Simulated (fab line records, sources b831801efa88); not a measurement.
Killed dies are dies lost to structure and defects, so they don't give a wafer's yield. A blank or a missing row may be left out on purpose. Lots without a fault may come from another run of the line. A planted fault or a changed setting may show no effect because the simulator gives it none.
fab line records | flow sky130
record lots=6 wafers=17 last_day=50
route steps=708 shown LI_CONTACT@375 LOCAL_INTERCONNECT@387 PAD_OPEN@708
lots that met no fault: from a run of the same line without faults
start_h: hours from the record's first day to the start of the lot's first wafer shown | wait_h: hours since the lot's step before | " the same as in the row above | L1.1+2: a row that stands for several wafers | - no value, or no start given | * or withheld: withheld | < > ~ a bound
route shown NAME@n: a module of which the file shows steps, and the number in the route of the first | usual: mean/standard deviation of fault-free wafers | same: alike in all rows | chamber/n: place in a boat | sites: the reading at each site | _std_site: their standard deviation | _edge_site: outer sites' mean less inner sites' | radius_mm: how far each site lies from the wafer's centre | mask NAME#n: copy n | behind: the tool/chamber that last shaped the wafer | hold: why the lot was held/for how many hours/how that ended | device: the transistor (n, p or np) that didn't switch | end of line: the same wafers' tests at the end of the route | a step without rows: its recipe alone | killed: dies lost to structure and defects at the first sort, not the wafer's yield | map: a wafer's dies, x killed, . not, _ none there
set.NAME: the setting as run; set.NAME@STEP: as run at that earlier step | model.NAME: the simulator's own value behind a step, which no gauge read
lots at some steps of the route; a table a step, a row a wafer
services: from which hour (start_h, from the record's first day; less than 0 if before it) a tool's chamber was out of use, for how many hours, and why
## steps
# step SKY_LI_CONTACT_OVL_MEAS_13
# usual LI_CONTACT_OVL=-4/4.7
# columns lot.wafer tool chamber start_h wait_h LI_CONTACT_OVL[nm]
L708.1 overlay-02 - 744.19 0.1 1
L708.2 " - " " 0
L708.3 " - " " 1
L707.2 overlay-02 - 748.14 0.1 -10
L707.3 " - " " -9
L707.4 " - " " -1
L715.2 overlay-02 - 793.54 0.1 -7
L715.3 " - " " 0
L716.1 overlay-02 - 799.74 0.1 3
L716.2 " - " " 5
L716.5 " - " " 6
L720.2 overlay-02 - 830.70 0.1 -6
L720.3 " - " " -3
L720.5 " - " " -6
L724.3 overlay-02 - 852.90 0.1 -12
L724.5 " - " " -5
L724.6 " - " " -5
# step SKY_LI_CONTACT_ETCH_14
# recipe chemistry=N2/H2 target=BARC ion_energy_ev=200 source_w=500 bias_w=100 pressure_mtorr=30 n2_flow_sccm=100 h2_flow_sccm=200 stop_on=SiO2 time_s=45.9 target_depth_a=600
# step SKY_LI_CONTACT_ETCH_15
# recipe target=PSG chemistry=C4F8/O2/Ar stop_on=Si taper_deg=4.15 mask_material=KrF-thick source_w=1500 bias_w=1200 pressure_mtorr=40 c4f8_flow_sccm=withheld O2_flow_sccm=6 Ar_flow_sccm=300 time_s=withheld target_depth_a=6000
# usual bias_w=1200/3.6 oes_product_au=0.836/0.005
# columns lot.wafer tool chamber start_h wait_h bias_w oes_product_au
L708.1 rie_diel-01 0 744.27 0.0 1197 0.835
L708.2 " 1 " " 1199 0.842
L708.3 " 2 " " 1191 0.846
L707.2 rie_diel-01 1 748.21 0.0 1194 0.834
L707.3 " 2 " " 1201 0.826
L707.4 " 3 " " 1199 0.828
L715.2 rie_diel-01 0 793.61 0.0 1200 0.839
L715.3 " 1 " " 1200 0.839
L716.1 rie_diel-01 2 799.82 0.0 1202 0.832
L716.2 " 1 " " 1196 0.836
L716.5 " 0 " " 1200 0.839
L720.2 rie_diel-01 2 830.77 0.0 1194 0.841
L720.3 " 3 " " 1201 0.843
L720.5 " 0 " " 1202 0.835
L724.3 rie_diel-01 1 852.96 0.0 1197 0.830
L724.5 " 1 " " 1198 0.831
L724.6 " 2 " " 1196 0.833
# step SKY_LI_CONTACT_STRIP_16
# recipe chemistry=O2/N2 power_w=1400 pressure_mtorr=1500 platen_temp_c=withheld o2_flow_sccm=3000 n2_flow_sccm=300 overash_fraction=0.5
# step SKY_LI_CONTACT_CLEAN_17
# recipe chemistry=NMP time_s=600 temp_c=60 dry=n2_spin
# step SKY_LI_CONTACT_PRE_CLEAN_18
# recipe gas=Ar time_s=5.6 bias_v=358
# step SKY_LI_CONTACT_SPUTTER_19
# recipe material=Ti target_thk_nm=20 chamber_pressure_pa=5 power_w=2500 substrate_temp_c=200 time_s=106.37
# step SKY_LI_CONTACT_SPUTTER_20
# recipe material=TiN target_thk_nm=20 chamber_pressure_pa=5 power_w=4000 time_s=80
# usual throttle_valve_pct=30.4/1.1
# columns lot.wafer tool chamber start_h wait_h throttle_valve_pct
L708.1 pvd_sputter-02 - 744.72 0.0 31.6
L708.2 " - " " 30.0
L708.3 " - " " 29.6
L707.2 pvd_sputter-02 - 748.67 0.0 29.9
L707.3 " - " " 29.8
L707.4 " - " " 28.8
L715.2 pvd_sputter-02 - 794.07 0.0 31.4
L715.3 " - " " 29.9
L716.1 pvd_sputter-01 - 800.29 0.0 29.8
L716.2 " - " " 32.1
L716.5 " - " " 32.3
L720.2 pvd_sputter-02 - 831.22 0.0 30.1
L720.3 " - " " 28.8
L720.5 " - " " 29.2
L724.3 pvd_sputter-03 - 853.42 0.0 31.9
L724.5 " - " " 32.0
L724.6 " - " " 30.5
# step SKY_LI_CONTACT_CVD_21
# recipe material=W target_thk_nm=400 time_s=120.56 temp_c=400 pressure_torr=40
# usual chamber_pressure_Torr=40.01/0.094 heater_power_w=876/78
# columns lot.wafer tool chamber start_h wait_h chamber_pressure_Torr heater_power_w since_wet_clean_h
L708.1 cvd_w-01 1 744.78 0.0 40.15 960 841
L708.2 " 0 " " 39.96 885 841
L708.3 " 1 " " 40.05 944 -
L707.2 cvd_w-01 1 748.73 0.0 40.15 963 845
L707.3 " 0 " " 39.94 889 -
L707.4 " 1 " " 40.07 978 -
L715.2 cvd_w-01 1 794.13 0.0 39.95 1000 890
L715.3 " 0 " " 39.99 872 -
L716.1 cvd_w-02 0 800.35 0.0 39.88 744 396
L716.2 " 1 " " 40.13 900 396
L716.5 " 0 " " 39.87 751 -
L720.2 cvd_w-02 0 831.28 0.0 40.12 735 427
L720.3 " 1 " " 40.20 901 -
L720.5 " 1 " " 40.23 907 -
L724.3 cvd_w-02 0 853.52 0.1 40.14 751 -
L724.5 " 1 " " 39.95 883 -
L724.6 " 0 " " 40.15 744 -
# step SKY_LI_CONTACT_RS_MEAS_22
# recipe thk_meas_gauge=four-point-probe reads=W_of_LI_CONTACT_CVD_21+TiN_of_LI_CONTACT_SPUTTER_20+Ti_of_LI_CONTACT_SPUTTER_19
# usual LI_CONTACT_W_RS=0.282/0.0071
# columns lot.wafer tool chamber start_h wait_h LI_CONTACT_W_RS[ohm/sq]
L708.1 film_metro-04 - 744.91 0.1 0.286
L708.2 " - " " 0.270
L708.3 " - " " 0.285
L707.2 film_metro-01 - 748.88 0.1 0.285
L707.3 " - " " 0.270
L707.4 " - " " 0.284
L715.2 film_metro-04 - 794.28 0.1 0.286
L715.3 " - " " 0.271
L716.1 film_metro-04 - 800.48 0.1 0.280
L716.2 " - " " 0.280
L716.5 " - " " 0.281
L720.2 film_metro-03 - 831.43 0.1 0.283
L720.3 " - " " 0.284
L720.5 " - " " 0.282
L724.3 film_metro-03 - 853.65 0.1 0.281
L724.5 " - " " 0.279
L724.6 " - " " 0.281
# step SKY_LI_CONTACT_THK_MEAS_23
# recipe thk_meas_gauge=xrf reads=W_of_LI_CONTACT_CVD_21
# usual LI_CONTACT_W_THK=398/11
# columns lot.wafer tool chamber start_h wait_h LI_CONTACT_W_THK[nm]
L708.1 film_metro-04 - 745.03 0.1 397
L708.2 " - " " 422
L708.3 " - " " 398
L707.2 film_metro-01 - 748.99 0.1 385
L707.3 " - " " 411
L707.4 " - " " 390
L715.2 film_metro-04 - 794.39 0.1 397
L715.3 " - " " 417
L716.1 film_metro-04 - 800.60 0.1 400
L716.2 " - " " 403
L716.5 " - " " 401
L720.2 film_metro-03 - 831.54 0.1 397
L720.3 " - " " 392
L720.5 " - " " 394
L724.3 film_metro-03 - 853.75 0.1 400
L724.5 " - " " 400
L724.6 " - " " 397
# step SKY_LI_CONTACT_CMP_24
# recipe stop_on=PSG t_overpolish_s=20 down_force_psi=3.5 platen_rpm=60 target_thk_nm=0 pad_velocity_m_s=0.94248
# usual head_pressure_psi=3.500/0.0071 motor_current_A=11.2/0.76 overpolish_run_s=20.000/0.0096 retaining_ring_pressure_frac=1.000/0.0045 slurry_flow_ml_min=150.0/0.51 time_to_endpoint_s=98/4
# columns lot.wafer tool chamber start_h wait_h head_pressure_psi motor_current_A overpolish_run_s retaining_ring_pressure_frac slurry_flow_ml_min time_to_endpoint_s
L708.2 cmp-02 2 745.14 0.1 3.490 10.7 20.023 1.006 150.2 103
L708.3 " 3 " " 3.497 11.8 19.985 0.996 150.2 99
L708.1 " 0 " " 3.499 12.4 19.975 0.996 151.0 100
L707.3 cmp-01 2 749.04 0.0 3.501 10.6 20.004 1.009 149.5 114
L707.2 " 3 " " 3.498 11.1 19.994 1.001 150.3 104
L707.4 " 0 " " 3.497 10.2 20.004 1.006 149.6 106
L715.3 cmp-01 1 794.44 0.0 3.497 11.3 19.999 1.003 149.7 98
L715.2 " 2 " " 3.508 9.9 19.993 0.997 149.0 95
L716.2 cmp-01 3 800.76 0.1 3.503 11.1 19.989 0.999 150.2 97
L716.1 " 0 " " 3.506 10.3 20.007 0.997 150.4 96
L716.5 " 2 " " 3.500 10.5 19.998 0.999 150.4 94
L720.2 cmp-01 2 831.64 0.1 3.492 10.8 20.003 1.006 149.9 96
L720.3 " 3 " " 3.494 11.4 20.003 1.007 149.3 95
L720.5 " 2 " " 3.502 10.9 20.006 1.006 149.7 98
L724.3 cmp-01 2 853.89 0.1 3.506 10.5 19.995 0.985 150.8 102
L724.6 " 0 " " 3.496 9.9 19.991 0.998 149.7 100
L724.5 " 1 " " 3.495 11.8 20.000 1.003 150.2 100
# step SKY_LOCAL_INTERCONNECT_SPUTTER_00
# recipe material=TiN target_thk_nm=100 temp_c=300 power_w=6500 time_s=83.3 chamber_pressure_pa=0.4
# usual throttle_valve_pct=30.1/0.84
# columns lot.wafer tool chamber start_h wait_h throttle_valve_pct model.TiN_of_LOCAL_INTERCONNECT_SPUTTER_00.thk_nm
L708.1 pvd_sputter-01 - 745.39 0.1 29.2 99.69
L708.2 " - " " 30.9 100.6
L708.3 " - " " 29.9 100.5
L707.2 pvd_sputter-04 - 749.34 0.2 30.1 99.46
L707.3 " - " " 29.1 100.1
L707.4 " - " " 30.0 99.83
L715.2 pvd_sputter-04 - 794.74 0.2 30.0 89.69
L715.3 " - " " 29.5 100.1
L716.1 pvd_sputter-04 - 800.96 0.1 29.7 99.77
L716.2 " - " " 30.5 88.15
L716.5 " - " " 30.1 88.96
L720.2 pvd_sputter-01 - 831.89 0.2 29.2 100.1
L720.3 " - " " 32.2 100.9
L720.5 " - " " 32.2 101
L724.3 pvd_sputter-01 - 854.09 0.1 32.3 101.1
L724.5 " - " " 30.9 101.5
L724.6 " - " " 32.3 100.1
# step SKY_LOCAL_INTERCONNECT_RS_MEAS_01
# recipe thk_meas_gauge=four-point-probe reads=TiN_of_LOCAL_INTERCONNECT_SPUTTER_00
# usual LOCAL_INTERCONNECT_TIN_RS=14.09/0.15
# columns lot.wafer tool chamber start_h wait_h LOCAL_INTERCONNECT_TIN_RS[ohm/sq]
L708.1 film_metro-01 - 745.45 0.0 14.21
L708.2 " - " " 14.08
L708.3 " - " " 14.08
L707.2 film_metro-04 - 749.42 0.1 14.22
L707.3 " - " " 14.13
L707.4 " - " " 14.19
L715.2 film_metro-02 - 794.82 0.1 15.80
L715.3 " - " " 14.10
L716.1 film_metro-04 - 801.02 0.0 14.22
L716.2 " - " " 16.14
L716.5 " - " " 16.02
L720.2 film_metro-01 - 831.97 0.1 14.13
L720.3 " - " " 14.01
L720.5 " - " " 14.01
L724.3 film_metro-02 - 854.19 0.1 13.98
L724.5 " - " " 13.93
L724.6 " - " " 14.07
# step SKY_LOCAL_INTERCONNECT_THK_MEAS_02
# recipe thk_meas_gauge=xrf reads=TiN_of_LOCAL_INTERCONNECT_SPUTTER_00
# usual LOCAL_INTERCONNECT_TIN_THK=100.0/1.1
# columns lot.wafer tool chamber start_h wait_h LOCAL_INTERCONNECT_TIN_THK[nm]
L708.1 film_metro-01 - 745.57 0.1 99.3
L708.2 " - " " 100.6
L708.3 " - " " 100.1
L707.2 film_metro-04 - 749.53 0.1 98.5
L707.3 " - " " 99.4
L707.4 " - " " 99.3
L715.2 film_metro-02 - 794.93 0.1 89.2
L715.3 " - " " 99.6
L716.1 film_metro-04 - 801.14 0.1 99.2
L716.2 " - " " 87.5
L716.5 " - " " 88.4
L720.2 film_metro-01 - 832.08 0.1 100.6
L720.3 " - " " 100.9
L720.5 " - " " 101.1
L724.3 film_metro-02 - 854.29 0.1 101.1
L724.5 " - " " 101.4
L724.6 " - " " 99.4
# step SKY_LOCAL_INTERCONNECT_DEHYDRATE_03
# recipe temp_c=200 time_s=60
# step SKY_LOCAL_INTERCONNECT_HMDS_04
# recipe prime_time_s=60 prime_temp_c=120
# step SKY_LOCAL_INTERCONNECT_COAT_05
# recipe resist=BARC temp_c=withheld time_s=withheld spin_rpm=3000 resist_thk_nm=60
# step SKY_LOCAL_INTERCONNECT_COAT_06
# recipe resist=KrF-thick spin_rpm=3000 resist_thk_nm=450
# step SKY_LOCAL_INTERCONNECT_SOFTBAKE_07
# recipe temp_c=100 time_s=90 resist=KrF-thick
# step SKY_LOCAL_INTERCONNECT_EXPOSE_08
# recipe mask_id=LI1M na=0.8 source_shape=annular sigma_inner=0.55 sigma_outer=0.85 target_cd_nm=170 dose_mj=28
# step SKY_LOCAL_INTERCONNECT_PEB_09
# recipe peb_temp_c=withheld peb_time_s=withheld resist=KrF-thick
# step SKY_LOCAL_INTERCONNECT_DEVELOP_10
# recipe develop_time_s=60 resist=KrF-thick dev_temp_c=21
# step SKY_LOCAL_INTERCONNECT_CD_MEAS_11
# recipe target_cd_nm=170
# usual cd_nm=170.5/1.8
# columns lot.wafer tool chamber start_h wait_h cd_nm
L708.1 cd_sem-01 - 772.58 - 171.7
L708.2 " - " " 170.6
L708.3 " - " " 172.0
L707.2 cd_sem-02 - 776.47 - 171.4
L707.3 " - " " 170.3
L707.4 " - " " 171.9
L715.2 cd_sem-02 - 821.57 - 169.6
L715.3 " - " " 169.7
L716.1 cd_sem-02 - 828.70 - 168.8
L716.2 " - " " 170.7
L716.5 " - " " 168.8
L720.2 cd_sem-02 - 858.09 - 173.0
L720.3 " - " " 171.9
L720.5 " - " " 171.5
L724.3 cd_sem-01 - 880.52 - 170.3
L724.5 " - " " 169.5
L724.6 " - " " 169.9
# step SKY_LOCAL_INTERCONNECT_OVL_MEAS_12
# usual LOCAL_INTERCONNECT_OVL=-5/4.6
# columns lot.wafer tool chamber start_h wait_h LOCAL_INTERCONNECT_OVL[nm]
L708.1 overlay-02 - 772.70 0.1 -2
L708.2 " - " " -3
L708.3 " - " " -6
L707.2 overlay-02 - 776.58 0.1 -9
L707.3 " - " " -9
L707.4 " - " " -15
L715.2 overlay-02 - 821.68 0.1 -7
L715.3 " - " " -11
L716.1 overlay-02 - 828.82 0.1 -9
L716.2 " - " " -6
L716.5 " - " " -1
L720.2 overlay-02 - 858.19 0.1 -9
L720.3 " - " " -8
L720.5 " - " " -6
L724.3 overlay-02 - 880.61 0.1 -4
L724.5 " - " " 2
L724.6 " - " " -5
# step SKY_LOCAL_INTERCONNECT_ETCH_13
# recipe chemistry=N2/H2 target=BARC ion_energy_ev=200 bias_w=100 pressure_mtorr=30 n2_flow_sccm=100 h2_flow_sccm=200 icp_w=500 stop_on=SiO2 time_s=45.9 target_depth_a=600
# usual bias_w=100.1/0.33 drypump_motor_current_A=5.7/0.4 oes_product_au=0.855/0.0051 throttle_valve_pct=13.226/0.0085
# columns lot.wafer tool chamber start_h wait_h bias_w drypump_motor_current_A oes_product_au rf_hours_counter_h throttle_valve_pct
L708.1 rie_metal-02 1 772.74 0.0 99.3 6.0 0.860 4 13.233
L708.2 " 0 " " 100.1 5.1 0.858 1 13.233
L708.3 " 0 " " 100.4 5.1 0.851 - 13.241
L707.2 rie_metal-03 1 776.61 0.0 100.5 5.9 0.848 3 13.234
L707.3 " 1 " " 100.6 5.9 0.855 - 13.219
L707.4 " 0 " " 99.5 6.1 0.846 - 13.233
L715.2 rie_metal-02 1 821.71 0.0 100.3 6.0 0.850 5 13.225
L715.3 " 0 " " 100.1 5.1 0.857 - 13.234
L716.1 rie_metal-03 0 828.86 0.0 100.4 6.1 0.865 9 13.224
L716.2 " 1 " " 100.2 5.9 0.857 5 13.239
L716.5 " 1 " " 100.3 5.9 0.857 - 13.231
L720.2 rie_metal-02 0 858.22 0.0 100.0 5.0 0.854 4 13.230
L720.3 " 0 " " 99.4 5.1 0.859 - 13.218
L720.5 " 0 " " 100.3 5.0 0.860 - 13.239
L724.3 rie_metal-01 0 880.66 0.0 99.8 5.2 0.855 - 13.220
L724.5 " 0 " " 100.3 5.2 0.862 - 13.223
L724.6 " 1 " " 100.0 5.9 0.855 - 13.223
# step SKY_LOCAL_INTERCONNECT_METAL_ETCH_14
# recipe target_depth_nm=110 stop_on=PSG chemistry=Cl2/BCl3 target=TiN resist_sidewall_deg=88 pressure_mtorr=10 icp_w=900 bias_w=48.5 Cl2_flow_sccm=60 bcl3_flow_sccm=30 time_s=31.4
# usual bias_w=48.52/0.14 drypump_motor_current_A=5.7/0.4 oes_product_au=0.943/0.0075 throttle_valve_pct=21.900/0.0096
# columns lot.wafer tool chamber start_h wait_h bias_w drypump_motor_current_A oes_product_au rf_hours_counter_h throttle_valve_pct
L708.1 rie_metal-02 1 772.80 0.0 48.42 6.0 0.944 4 21.900
L708.2 " 0 " " 48.63 5.0 0.951 1 21.891
L708.3 " 0 " " 48.59 5.1 0.932 - 21.910
L707.2 rie_metal-03 1 776.67 0.0 48.56 5.9 0.944 3 21.884
L707.3 " 1 " " 48.27 5.9 0.946 - 21.897
L707.4 " 0 " " 48.31 6.1 0.939 - 21.908
L715.2 rie_metal-02 1 821.77 0.0 48.56 6.0 0.877 5 21.934
L715.3 " 0 " " 48.30 5.0 0.934 - 21.894
L716.1 rie_metal-03 0 828.92 0.0 48.68 6.1 0.946 9 21.907
L716.2 " 1 " " 48.71 5.9 0.871 5 21.951
L716.5 " 1 " " 48.66 5.9 0.875 - 21.945
L720.2 rie_metal-02 0 858.28 0.0 48.53 5.0 0.932 4 21.915
L720.3 " 0 " " 48.39 5.0 0.951 - 21.906
L720.5 " 0 " " 48.32 5.0 0.951 - 21.893
L724.3 rie_metal-01 0 880.72 0.0 48.75 5.2 0.943 - 21.907
L724.5 " 0 " " 48.79 5.2 0.946 - 21.881
L724.6 " 1 " " 48.53 5.9 0.927 - 21.903
# step SKY_LOCAL_INTERCONNECT_STRIP_15
# recipe chemistry=O2/N2 power_w=1400 pressure_mtorr=1500 platen_temp_c=withheld o2_flow_sccm=3000 n2_flow_sccm=300 overash_fraction=0.5
# step SKY_LOCAL_INTERCONNECT_STRIP_16
# recipe chemistry=post_etch_residue_remover time_s=1200 temp_c=72.5
# columns lot.wafer tool chamber start_h wait_h model.TiN_of_LOCAL_INTERCONNECT_SPUTTER_00.thk_nm
L708.1 wet_bench-04 1 772.95 0.1 99.26
L708.2 " 1 " " 100.2
L708.3 " 1 " " 100
L707.2 wet_bench-01 0 776.82 0.1 99.03
L707.3 " 0 " " 99.66
L707.4 " 0 " " 99.4
L715.2 wet_bench-03 2 821.92 0.1 89.26
L715.3 " 2 " " 99.67
L716.1 wet_bench-04 3 829.07 0.1 99.35
L716.2 " 3 " " 87.73
L716.5 " 3 " " 88.54
L720.2 wet_bench-04 3 858.44 0.1 99.64
L720.3 " 3 " " 100.5
L720.5 " 3 " " 100.6
L724.3 wet_bench-04 2 880.85 0.0 100.7
L724.5 " 2 " " 101.1
L724.6 " 2 " " 99.67
# step SKY_LOCAL_INTERCONNECT_CLEAN_17
# recipe chemistry=IPA time_s=180 temp_c=25
# step SKY_PAD_OPEN_PROBE_99
# usual killed_at_M0_to_M3=44/7 killed_at_M4_up=3.0/1.7 killed_at_contacts=24/5.2 killed_at_front_end=15/4.8 killed_at_other=0.2/0.56 killed_dies=86/9.7 killed_open=47/7.1 killed_short=39/6.3
# same gross_dies=492 killed_at_back_side=0
# columns lot.wafer tool chamber start_h wait_h killed_at_M0_to_M3 killed_at_M4_up killed_at_contacts killed_at_front_end killed_at_other killed_dies killed_open killed_short model.etest.res_li.line_ohm_um model.etest.res_li.rs_ohm_sq model.etest.mcon_chain.rc_ohm
L708.1 prober-02 - 1127.88 0.1 58 2 43 11 0 114 52 62 74.74 12.83 17.48
L708.2 prober-02 - 1127.93 0.1 46 4 32 15 0 97 45 52 75.2 12.76 16.69
L708.3 prober-02 - 1127.98 0.2 37 4 30 14 0 85 42 43 74.1 12.84 16.75
L707.2 prober-01 - 1130.13 0.1 38 3 18 8 1 68 35 33 75.75 12.88 16.86
L707.3 prober-01 - 1130.18 0.2 42 0 22 18 0 82 34 48 74.69 12.87 16.42
L707.4 prober-01 - 1130.23 0.2 40 2 35 10 0 87 42 45 74.97 12.91 16.79
L715.2 prober-02 - 1163.87 0.1 38 5 27 24 0 94 53 41 84.63 14.27 16.8
L715.3 prober-02 - 1163.92 0.2 46 6 19 10 1 82 45 37 75.76 12.86 16.59
L716.1 prober-02 - 1168.15 0.1 52 2 25 14 1 94 52 41 76.16 12.87 16.61
L716.2 prober-02 - 1168.20 0.1 38 3 25 20 0 86 46 40 85.47 14.57 17.45
L716.5 prober-02 - 1168.35 0.2 45 2 25 18 1 91 51 40 85.34 14.52 17.56
L720.2 prober-01 - 1187.80 0.1 47 2 30 23 1 103 64 37 74.09 12.85 16.25
L720.3 prober-01 - 1187.85 0.2 39 3 26 17 0 85 45 40 74.29 12.73 17.01
L720.5 prober-01 - 1187.95 0.2 37 3 18 17 0 75 34 41 74.17 12.69 17.85
L724.3 prober-02 - 1200.14 0.2 47 3 39 18 0 107 55 51 74.82 12.65 16.43
L724.5 prober-02 - 1200.24 0.2 50 0 16 15 0 81 43 38 74.67 12.65 17.35
L724.6 prober-02 - 1200.29 0.2 43 1 24 16 0 84 44 38 75.35 12.85 17.51
# killed by level:class
L708.1 VIA1:geometric_particle:open=13 METAL1:geometric_particle:short=12 CONTACT:geometric_particle:open=11 LI_CONTACT:geometric_particle:short=9 CONTACT:geometric_particle:short=8 LI_CONTACT:geometric_particle:open=7 LOCAL_INTERCONNECT:geometric_particle:short=7 METAL3:geometric_particle:short=7
L708.2 CONTACT:geometric_particle:open=10 LI_CONTACT:geometric_particle:short=9 VIA1:geometric_particle:short=9 VIA1:geometric_particle:open=9 METAL3:geometric_particle:short=7 CONTACT:geometric_particle:short=6 METAL1:geometric_particle:short=6 VIA2:geometric_particle:open=6
L708.3 CONTACT:geometric_particle:open=14 VIA1:geometric_particle:open=11 METAL2:geometric_particle:short=7 LOCAL_INTERCONNECT:geometric_particle:short=6 CONTACT:geometric_particle:short=6 FIELD_ISO:geometric_particle:short=5 POLY_GATE:geometric_particle:short=5 VIA1:geometric_particle:short=5
L707.2 CONTACT:geometric_particle:open=7 CONTACT:geometric_particle:short=7 VIA1:geometric_particle:open=7 VIA2:geometric_particle:open=7 METAL1:geometric_particle:short=6 METAL3:geometric_particle:short=5 VIA1:geometric_particle:short=4 VIA3:geometric_particle:open=4
L707.3 VIA1:geometric_particle:short=10 FIELD_ISO:geometric_particle:short=6 VIA1:geometric_particle:open=6 VIA3:geometric_particle:open=6 VIA2:geometric_particle:open=6 LI_CONTACT:geometric_particle:open=5 CONTACT:geometric_particle:open=5 VIA2:geometric_particle:short=5
L707.4 LI_CONTACT:geometric_particle:open=12 CONTACT:geometric_particle:open=9 METAL1:geometric_particle:short=6 VIA1:geometric_particle:short=6 VIA1:geometric_particle:open=6 LOCAL_INTERCONNECT:geometric_particle:short=5 METAL2:geometric_particle:short=5 LI_CONTACT:geometric_particle:short=4
L715.2 VIA1:geometric_particle:open=11 CONTACT:geometric_particle:open=10 LOCAL_INTERCONNECT:geometric_particle:short=6 VIA3:geometric_particle:open=6 FIELD_ISO:geometric_particle:open=5 METAL2:geometric_particle:short=5 LI_CONTACT:geometric_particle:open=5 POLY_GATE:geometric_particle:open=4
L715.3 VIA1:geometric_particle:open=11 VIA1:geometric_particle:short=7 VIA3:geometric_particle:open=7 LI_CONTACT:geometric_particle:open=6 METAL2:geometric_particle:short=6 VIA2:geometric_particle:open=6 CONTACT:geometric_particle:open=5 METAL1:geometric_particle:short=5
L716.1 VIA1:geometric_particle:open=11 LI_CONTACT:geometric_particle:open=10 METAL1:geometric_particle:short=9 VIA1:geometric_particle:short=7 VIA3:geometric_particle:open=7 CONTACT:geometric_particle:open=6 METAL2:geometric_particle:short=6 FIELD_ISO:geometric_particle:open=5
L716.2 CONTACT:geometric_particle:open=11 VIA1:geometric_particle:open=10 POLY_GATE:geometric_particle:short=7 LI_CONTACT:geometric_particle:open=6 VIA2:geometric_particle:short=5 VIA3:geometric_particle:open=5 FIELD_ISO:geometric_particle:open=4 LOCAL_INTERCONNECT:geometric_particle:short=4
L716.5 CONTACT:geometric_particle:open=10 VIA1:geometric_particle:open=9 FIELD_ISO:geometric_particle:short=8 VIA3:geometric_particle:open=7 VIA2:geometric_particle:open=6 LI_CONTACT:geometric_particle:open=5 METAL1:geometric_particle:short=5 VIA2:geometric_particle:short=5
L720.2 VIA3:geometric_particle:open=12 VIA1:geometric_particle:open=12 CONTACT:geometric_particle:open=8 FIELD_ISO:geometric_particle:open=7 LI_CONTACT:geometric_particle:open=7 CONTACT:geometric_particle:short=7 VIA2:geometric_particle:open=6 POLY_GATE:geometric_particle:open=5
L720.3 VIA1:geometric_particle:open=10 FIELD_ISO:geometric_particle:open=7 LI_CONTACT:geometric_particle:open=7 METAL2:geometric_particle:short=7 LI_CONTACT:geometric_particle:short=5 LOCAL_INTERCONNECT:geometric_particle:short=5 CONTACT:geometric_particle:open=5 METAL1:geometric_particle:short=5
L720.5 VIA1:geometric_particle:open=11 FIELD_ISO:geometric_particle:short=6 LI_CONTACT:geometric_particle:open=5 CONTACT:geometric_particle:short=5 METAL1:geometric_particle:short=5 VIA1:geometric_particle:short=5 FIELD_ISO:geometric_particle:open=4 VIA3:geometric_particle:short=4
L724.3 CONTACT:geometric_particle:open=11 LI_CONTACT:geometric_particle:open=9 CONTACT:geometric_particle:short=9 VIA1:geometric_particle:open=9 METAL1:geometric_particle:short=8 VIA3:geometric_particle:open=7 VIA2:geometric_particle:open=5 LOCAL_INTERCONNECT:geometric_particle:short=4
L724.5 VIA3:geometric_particle:open=10 METAL1:geometric_particle:short=7 VIA2:geometric_particle:open=7 CONTACT:geometric_particle:open=6 VIA1:geometric_particle:short=5 VIA1:geometric_particle:open=5 METAL2:geometric_particle:short=5 FIELD_ISO:geometric_particle:open=4
L724.6 VIA2:geometric_particle:open=8 VIA3:geometric_particle:open=6 LI_CONTACT:geometric_particle:open=6 LOCAL_INTERCONNECT:geometric_particle:short=6 CONTACT:geometric_particle:open=5 VIA1:geometric_particle:short=5 VIA1:geometric_particle:open=5 FIELD_ISO:geometric_particle:open=4
## services
# columns tool chamber start_h hours kind
rie_diel-01 - 725.17 2.8 pm
pvd_sputter-04 - 729.79 3.8 repair
cmp-01 - 744.00 4.0 pm
cmp-01 - 748.00 - consumable_replace:conditioner
cmp-01 - 748.00 - consumable_replace:pad
pvd_sputter-04 - 752.41 1.8 repair
pvd_sputter-03 - 753.10 0.8 repair
cvd_w-02 1 754.06 12.7 repair
pvd_sputter-01 - 754.63 6.9 repair
rie_diel-01 1 757.12 - clean
rie_diel-01 1 757.12 17.8 scheduled_down
rie_diel-01 1 757.12 17.8 vent_cycle
cmp-01 - 758.75 1.3 repair
pvd_sputter-03 - 773.69 4.9 repair
wet_bench-01 - 794.64 5.6 repair
rie_metal-03 - 816.32 1.4 pm
wet_bench-01 - 859.61 0.9 repair
cvd_w-01 - 865.50 1.5 repair
## key
first_sign step=SKY_LOCAL_INTERCONNECT_RS_MEAS_01 reading=LOCAL_INTERCONNECT_TIN_RS direction=up sigmas=13 usual=14.09 struck=15.99
effect step=SKY_LOCAL_INTERCONNECT_THK_MEAS_02 reading=LOCAL_INTERCONNECT_TIN_THK direction=down sigmas=11 usual=100.0 struck=88.4
effect step=SKY_LOCAL_INTERCONNECT_METAL_ETCH_14 reading=oes_product_au direction=down sigmas=9.2 usual=0.943 struck=0.875
model_effect step=SKY_LOCAL_INTERCONNECT_SPUTTER_00 value=TiN_of_LOCAL_INTERCONNECT_SPUTTER_00.thk_nm without=99.86 struck=88.93
model_effect step=SKY_LOCAL_INTERCONNECT_STRIP_16 value=TiN_of_LOCAL_INTERCONNECT_SPUTTER_00.thk_nm without=99.44 struck=88.51
model_effect step=SKY_PAD_OPEN_PROBE_99 value=etest.res_li.line_ohm_um without=75.81 struck=85.15
met_at SKY_LOCAL_INTERCONNECT_SPUTTER_00
struck_wafers L715.2,L716.2,L716.5
tester_left_out L715,L716
onset_between 749.34 794.74
fault kind=process_parameter_drift tool=pvd_sputter-04 chamber=- onset_h=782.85 steps=SKY_LOCAL_INTERCONNECT_SPUTTER_00 channel=target_thk_nm offset=-10.927 shape=step end_h=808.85 scope=struck_wafers_only acts_in=these_recipes_only stated=100
# tester_left_out: of these lots the tester's yield and bins aren't shown, on N5 and GAA mostly nor the transistor test; their killed dies are dies lost to structure and defects alone, not to doping, threshold or leakage, so they don't give the yield
